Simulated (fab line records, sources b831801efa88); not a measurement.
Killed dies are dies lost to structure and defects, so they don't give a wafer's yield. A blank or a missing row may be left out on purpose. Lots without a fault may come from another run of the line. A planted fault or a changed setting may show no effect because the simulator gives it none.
Which tool did it? | flow sky130 | 11 lots, 33 wafers sampled, at 6 steps of a route of 708

WHAT THE GAUGES READ, wafer by wafer
SKY_FIELD_ISO_THK_MEAS_25.
lot  | measured    | on            | FIELD_ISO_CVD_24_THK (nm)
L318 | day 2 05:36 | film_metro-04 | 597 587 593
L321 | day 2 22:16 | film_metro-01 | 592 589 583
L322 | day 3 05:00 | film_metro-04 | 601 602 601
L329 | day 4 18:32 | film_metro-02 | 586 591 593
L330 | day 5 03:12 | film_metro-01 | 611 606 614
L332 | day 5 10:02 | film_metro-02 | 594 597 602
L333 | day 5 14:14 | film_metro-01 | 593 604 592
L334 | day 5 19:43 | film_metro-01 | 593 600 593
L336 | day 6 07:56 | film_metro-02 | 591 593 588
L337 | day 6 12:20 | film_metro-01 | 599 604 598
L340 | day 7 02:07 | film_metro-04 | 588 591 582

SKY_VT_ADJUST_LVTN_OVL_MEAS_07.
lot  | measured     | on         | VT_ADJUST_LVTN_OVL (nm)
L318 | day 6 19:30  | overlay-01 | -0.5 -0.4 -0.1
L321 | day 7 16:20  | overlay-02 | - - -
L322 | day 8 01:32  | overlay-01 | -1.9 -2.4 -2.8
L329 | day 10 07:09 | overlay-01 | -0.6 -1.1 -1.5
L330 | day 10 15:50 | overlay-02 | 0.1 0.7 -0.9
L332 | day 10 21:47 | overlay-01 | -0.9 0.1 -0.6
L333 | day 11 02:05 | overlay-01 | 0.5 -0.6 -1.1
L334 | day 11 09:21 | overlay-02 | -0.2 -0.3 -1.0
L336 | day 12 00:05 | overlay-02 | -0.7 0.2 -1.8
L337 | day 12 06:41 | overlay-01 | -0.7 0.6 0.0
L340 | day 13 04:17 | overlay-02 | -1.1 -1.8 -1.7

SKY_VT_ADJUST_LVTN_TW_MEAS_10.
lot  | measured     | on            | VT_ADJUST_LVTN_TW
L318 | day 6 19:47  | film_metro-01 | 242.3 240.7 241.5
L321 | day 7 16:37  | film_metro-01 | 30.1 30.2 30.0
L322 | day 8 01:49  | film_metro-04 | 241.5 242.4 241.9
L329 | day 10 07:27 | film_metro-01 | 242.5 241.8 243.1
L330 | day 10 16:08 | film_metro-04 | 241.6 240.1 241.8
L332 | day 10 22:04 | film_metro-04 | 242.9 241.4 240.5
L333 | day 11 02:23 | film_metro-04 | 243.6 241.7 241.8
L334 | day 11 09:39 | film_metro-04 | 244.1 243.0 242.8
L336 | day 12 00:22 | film_metro-04 | 244.3 242.8 243.7
L337 | day 12 06:58 | film_metro-01 | 242.9 240.6 241.0
L340 | day 13 04:34 | film_metro-01 | 241.1 242.3 242.0

WHICH TOOL RAN EACH LOT (tool, then ch and the chambers of the sampled wafers, then the start)
lot  | SKY_FIELD_ISO_ETCH_15             | SKY_DNWELL_STRIP_08                 | SKY_VT_ADJUST_LVTN_EXPOSE_04
L318 | rie_diel-04 ch 1,2, day 2 03:39   | plasma_asher-02 ch 0,1, day 3 02:20 | iline_stepper-02 ch 0, day 6 10:02
L321 | rie_diel-01 ch 0,1,2, day 2 20:26 | plasma_asher-02 ch 0,1, day 3 18:41 | iline_stepper-02 ch 0, day 7 07:07
L322 | rie_diel-03 ch 0,1,3, day 3 02:11 | plasma_asher-03 ch 0,1, day 4 03:17 | iline_stepper-02 ch 0, day 7 15:16
L329 | rie_diel-03 ch 0,1,2, day 4 13:44 | plasma_asher-03 ch 0,1, day 5 23:46 | iline_stepper-02 ch 0, day 9 20:26
L330 | rie_diel-03 ch 1,2, day 4 20:03   | plasma_asher-02 ch 0,1, day 6 05:38 | iline_stepper-02 ch 0, day 10 04:29
L332 | rie_diel-03 ch 0,1,3, day 5 05:08 | plasma_asher-01 ch 0,1, day 6 10:23 | iline_stepper-01 ch 0, day 10 09:07
L333 | rie_diel-01 ch 2,3, day 5 12:24   | plasma_asher-02 ch 0,1, day 6 14:14 | iline_stepper-01 ch 0, day 10 14:20
L334 | rie_diel-04 ch 0,1, day 5 17:42   | plasma_asher-02 ch 0,1, day 6 19:52 | iline_stepper-02 ch 0, day 10 22:19
L336 | rie_diel-04 ch 0,2,3, day 6 05:15 | plasma_asher-03 ch 0,1, day 7 08:35 | iline_stepper-02 ch 0, day 11 11:40
L337 | rie_diel-03 ch 0,1,3, day 6 10:02 | plasma_asher-03 ch 0, day 7 12:59   | iline_stepper-02 ch 0, day 11 18:47
L340 | rie_diel-01 ch 0,1,3, day 6 23:02 | plasma_asher-03 ch 0,1, day 8 06:50 | iline_stepper-01 ch 0, day 12 15:23
- SKY_FIELD_ISO_ETCH_15: etches the open film in CHF3/O2, stops on Si, target depth 180 nm, time 72 s.
- SKY_DNWELL_STRIP_08: strips in O2/N2.
- SKY_VT_ADJUST_LVTN_EXPOSE_04: exposes mask NWM COMPLEMENT LESS NATIVE, target cd 840 nm.

WHAT THE TOOLS THEMSELVES READ (means of the sampled wafers that have a number; where no wafer has one, the mark that the record gives instead)
SKY_FIELD_ISO_ETCH_15.
lot  | tool        | drypump_motor_current_A (A) | oes_product_au (a.u.) | throttle_valve_pct (%)
L318 | rie_diel-04 | 5.5                         | 0.936                 | 8.845
L321 | rie_diel-01 | 5.8                         | 0.947                 | 8.848
L322 | rie_diel-03 | 5.6                         | 0.943                 | 8.842
L329 | rie_diel-03 | 5.5                         | 0.952                 | 8.845
L330 | rie_diel-03 | 5.3                         | 0.938                 | 8.839
L332 | rie_diel-03 | 5.6                         | 0.944                 | 8.843
L333 | rie_diel-01 | 6.0                         | 0.945                 | 8.839
L334 | rie_diel-04 | 5.5                         | 0.944                 | 8.854
L336 | rie_diel-04 | 5.1                         | 0.941                 | 8.842
L337 | rie_diel-03 | 5.6                         | 0.944                 | 8.841
L340 | rie_diel-01 | 5.5                         | 0.953                 | 8.847

SKY_DNWELL_STRIP_08.
lot  | tool            | drypump_motor_current_A (A) | oes_product_au (a.u.) | strip_time_to_endpoint_s (s)
L318 | plasma_asher-02 | 5.2                         | 0.721                 | 36.96
L321 | plasma_asher-02 | 5.2                         | 0.720                 | 36.90
L322 | plasma_asher-03 | 6.0                         | 0.720                 | 36.82
L329 | plasma_asher-03 | 6.2                         | 0.721                 | 36.84
L330 | plasma_asher-02 | 5.2                         | 0.720                 | 36.93
L332 | plasma_asher-01 | 5.7                         | 0.721                 | 36.96
L333 | plasma_asher-02 | 5.1                         | 0.718                 | 37.06
L334 | plasma_asher-02 | 5.1                         | 0.723                 | 36.87
L336 | plasma_asher-03 | 6.2                         | 0.719                 | 36.90
L337 | plasma_asher-03 | 6.3                         | 0.724                 | 36.88
L340 | plasma_asher-03 | 6.0                         | 0.726                 | 36.96

THE ANSWER, worked out from the rows above alone
Rule: what is usual is taken from the lots themselves. Put in order of their means at a reading, lots are off if they are a third of the lots or fewer, leave a main group of 4 or more, and stand apart from it by a gap of 3 or more times the standard deviation of the main group's means; of several such gaps the widest counts. A main group whose means are all the same, to the digits that the tables above print for the reading, isn't used. A lot without any number at a reading at which 4 lots or more have one is off too. The other lots that the step has rows for count as sound. The gauges are gone through in route order, then the tools' own readings, and for those a lot's mean is taken as printed above. The first step at which some lot is off is used, and at that step the reading that is off furthest; a lot without a number counts as furthest.
Off: L321, at SKY_VT_ADJUST_LVTN_OVL_MEAS_07 (VT_ADJUST_LVTN_OVL). Without a number there: L321. The main group: mean -0.8 nm, standard deviation 0.69.
A tool fits if, at a process step before that reading, it ran every lot that is off, and no sound lot after the first of them. The gauges at SKY_VT_ADJUST_LVTN_OVL_MEAS_07 aren't tried: what is off there is off at SKY_VT_ADJUST_LVTN_TW_MEAS_10 too, on other tools, and a gauge's error can't cause that. None of those tried fits.

WHAT THE SIMULATOR HAD PUT IN
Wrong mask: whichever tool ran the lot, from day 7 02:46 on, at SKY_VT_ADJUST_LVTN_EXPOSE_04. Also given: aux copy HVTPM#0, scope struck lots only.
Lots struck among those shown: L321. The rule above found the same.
